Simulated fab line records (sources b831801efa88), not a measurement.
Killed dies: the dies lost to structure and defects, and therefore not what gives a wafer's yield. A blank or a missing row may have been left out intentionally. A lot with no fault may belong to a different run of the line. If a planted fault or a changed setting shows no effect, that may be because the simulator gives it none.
Which tool is to blame? / flow sfq-line / Sampling: 14 lots, 42 wafers, 2 of 325 route steps

WHAT EACH GAUGE READ, for each wafer
No reading from a measuring or inspecting step in the record can be judged against a usual standard deviation.

TOOL THAT RAN EACH LOT (tool first, then ch and the chambers of the sampled wafers, then the start)
lot=L291; SFQ_TRILAYER_A5B_DEP_PECVD_129=pecvd-04 ch 0,2, day 55 21:44; SFQ_TRILAYER_A5B_METRO_MEASURE_131=film-metro-03, day 56 00:50
lot=L294; SFQ_TRILAYER_A5B_DEP_PECVD_129=pecvd-04 ch 1,2, day 57 13:28; SFQ_TRILAYER_A5B_METRO_MEASURE_131=film-metro-02, day 57 16:45
lot=L295; SFQ_TRILAYER_A5B_DEP_PECVD_129=pecvd-01 ch 0,1,2, day 57 17:03; SFQ_TRILAYER_A5B_METRO_MEASURE_131=film-metro-04, day 57 20:08
lot=L297; SFQ_TRILAYER_A5B_DEP_PECVD_129=pecvd-04 ch 1,2, day 58 13:27; SFQ_TRILAYER_A5B_METRO_MEASURE_131=film-metro-02, day 58 16:44
lot=L299; SFQ_TRILAYER_A5B_DEP_PECVD_129=pecvd-02 ch 0,1,2, day 59 06:16; SFQ_TRILAYER_A5B_METRO_MEASURE_131=film-metro-03, day 59 09:21
lot=L303; SFQ_TRILAYER_A5B_DEP_PECVD_129=pecvd-04 ch 0,1, day 60 12:25; SFQ_TRILAYER_A5B_METRO_MEASURE_131=film-metro-04, day 60 15:32
lot=L302; SFQ_TRILAYER_A5B_DEP_PECVD_129=pecvd-01 ch 0,1, day 60 14:50; SFQ_TRILAYER_A5B_METRO_MEASURE_131=film-metro-02, day 60 17:56
lot=L304; SFQ_TRILAYER_A5B_DEP_PECVD_129=pecvd-02 ch 1,2, day 60 18:25; SFQ_TRILAYER_A5B_METRO_MEASURE_131=film-metro-02, day 61 00:41
lot=L306; SFQ_TRILAYER_A5B_DEP_PECVD_129=pecvd-02 ch 0,1,2, day 61 16:44; SFQ_TRILAYER_A5B_METRO_MEASURE_131=film-metro-02, day 61 19:50
lot=L308; SFQ_TRILAYER_A5B_DEP_PECVD_129=pecvd-01 ch 0,2, day 61 23:06; SFQ_TRILAYER_A5B_METRO_MEASURE_131=film-metro-02, day 62 02:11
lot=L311; SFQ_TRILAYER_A5B_DEP_PECVD_129=pecvd-04 ch 0,2, day 69 01:50; SFQ_TRILAYER_A5B_METRO_MEASURE_131=film-metro-04, day 69 05:08
lot=L312; SFQ_TRILAYER_A5B_DEP_PECVD_129=pecvd-04 ch 0,1, day 69 09:02; SFQ_TRILAYER_A5B_METRO_MEASURE_131=film-metro-03, day 69 12:47
lot=L313; SFQ_TRILAYER_A5B_DEP_PECVD_129=pecvd-01 ch 0,1,2, day 69 19:51; SFQ_TRILAYER_A5B_METRO_MEASURE_131=film-metro-02, day 69 22:56
lot=L314; SFQ_TRILAYER_A5B_DEP_PECVD_129=pecvd-01 ch 0,1, day 70 12:55; SFQ_TRILAYER_A5B_METRO_MEASURE_131=film-metro-04, day 70 16:01
- SFQ_TRILAYER_A5B_DEP_PECVD_129: deposits SiO2 from SiH4/N2O, time 133.33 s, target thk 600 nm.
- SFQ_TRILAYER_A5B_METRO_MEASURE_131

WHAT THE TOOLS THEMSELVES READ (means of the sampled wafers that have a number; where no wafer has one, the mark that the record gives instead)
SFQ_TRILAYER_A5B_DEP_PECVD_129. Usual: chamber-pressure-Torr 2.400 Torr, standard deviation 0.0051; heater-power-outer-w 33 W, standard deviation 6.4; heater-power-w 87 W, standard deviation 12; throttle-valve-pct 24.1 %, standard deviation 2.
lot=L291; tool=pecvd-04; chamber-pressure-Torr (Torr)=2.403; heater-power-outer-w (W)=32; heater-power-w (W)=92; throttle-valve-pct (%)=25.8; flag=
lot=L294; tool=pecvd-04; chamber-pressure-Torr (Torr)=2.402; heater-power-outer-w (W)=35; heater-power-w (W)=93; throttle-valve-pct (%)=24.2; flag=
lot=L295; tool=pecvd-01; chamber-pressure-Torr (Torr)=2.400; heater-power-outer-w (W)=35; heater-power-w (W)=93; throttle-valve-pct (%)=23.9; flag=
lot=L297; tool=pecvd-04; chamber-pressure-Torr (Torr)=2.403; heater-power-outer-w (W)=34; heater-power-w (W)=91; throttle-valve-pct (%)=24.4; flag=
lot=L299; tool=pecvd-02; chamber-pressure-Torr (Torr)=2.398; heater-power-outer-w (W)=31; heater-power-w (W)=82; throttle-valve-pct (%)=22.1; flag=
lot=L303; tool=pecvd-04; chamber-pressure-Torr (Torr)=-; heater-power-outer-w (W)=-; heater-power-w (W)=-; throttle-valve-pct (%)=-; flag=OFF
lot=L302; tool=pecvd-01; chamber-pressure-Torr (Torr)=-; heater-power-outer-w (W)=-; heater-power-w (W)=-; throttle-valve-pct (%)=-; flag=OFF
lot=L304; tool=pecvd-02; chamber-pressure-Torr (Torr)=2.407; heater-power-outer-w (W)=33; heater-power-w (W)=83; throttle-valve-pct (%)=22.0; flag=
lot=L306; tool=pecvd-02; chamber-pressure-Torr (Torr)=2.396; heater-power-outer-w (W)=35; heater-power-w (W)=85; throttle-valve-pct (%)=22.3; flag=
lot=L308; tool=pecvd-01; chamber-pressure-Torr (Torr)=2.398; heater-power-outer-w (W)=39; heater-power-w (W)=103; throttle-valve-pct (%)=24.3; flag=
lot=L311; tool=pecvd-04; chamber-pressure-Torr (Torr)=2.402; heater-power-outer-w (W)=32; heater-power-w (W)=90; throttle-valve-pct (%)=25.8; flag=
lot=L312; tool=pecvd-04; chamber-pressure-Torr (Torr)=2.398; heater-power-outer-w (W)=29; heater-power-w (W)=81; throttle-valve-pct (%)=25.6; flag=
lot=L313; tool=pecvd-01; chamber-pressure-Torr (Torr)=2.402; heater-power-outer-w (W)=35; heater-power-w (W)=92; throttle-valve-pct (%)=24.6; flag=
lot=L314; tool=pecvd-01; chamber-pressure-Torr (Torr)=2.392; heater-power-outer-w (W)=37; heater-power-w (W)=86; throttle-valve-pct (%)=25.0; flag=

THE ANSWER, worked out from the rows above alone
Rule: take the mean of a lot's wafers that have a number; if it is more than 3 standard deviations from the usual mean, the lot is off. Also off: a lot with no number at a reading for which 4 or more lots have one. All remaining lots with rows at the step are treated as sound. After the gauges, taken in route order, come the tools' own readings; for these a lot's mean is taken, as printed above. At the first step where some lot is off, the reading lying furthest off is the one used; lots without a number count as furthest.
Off at SFQ_TRILAYER_A5B_DEP_PECVD_129 (chamber-pressure-Torr): L303, L302. Without a number there: L303, L302.
If a tool, at that step or one of the process steps before it, ran each lot that is off and ran no sound lot following the first of them, it fits. Not one of the candidates tried fits.

WHAT THE SIMULATOR PUT IN
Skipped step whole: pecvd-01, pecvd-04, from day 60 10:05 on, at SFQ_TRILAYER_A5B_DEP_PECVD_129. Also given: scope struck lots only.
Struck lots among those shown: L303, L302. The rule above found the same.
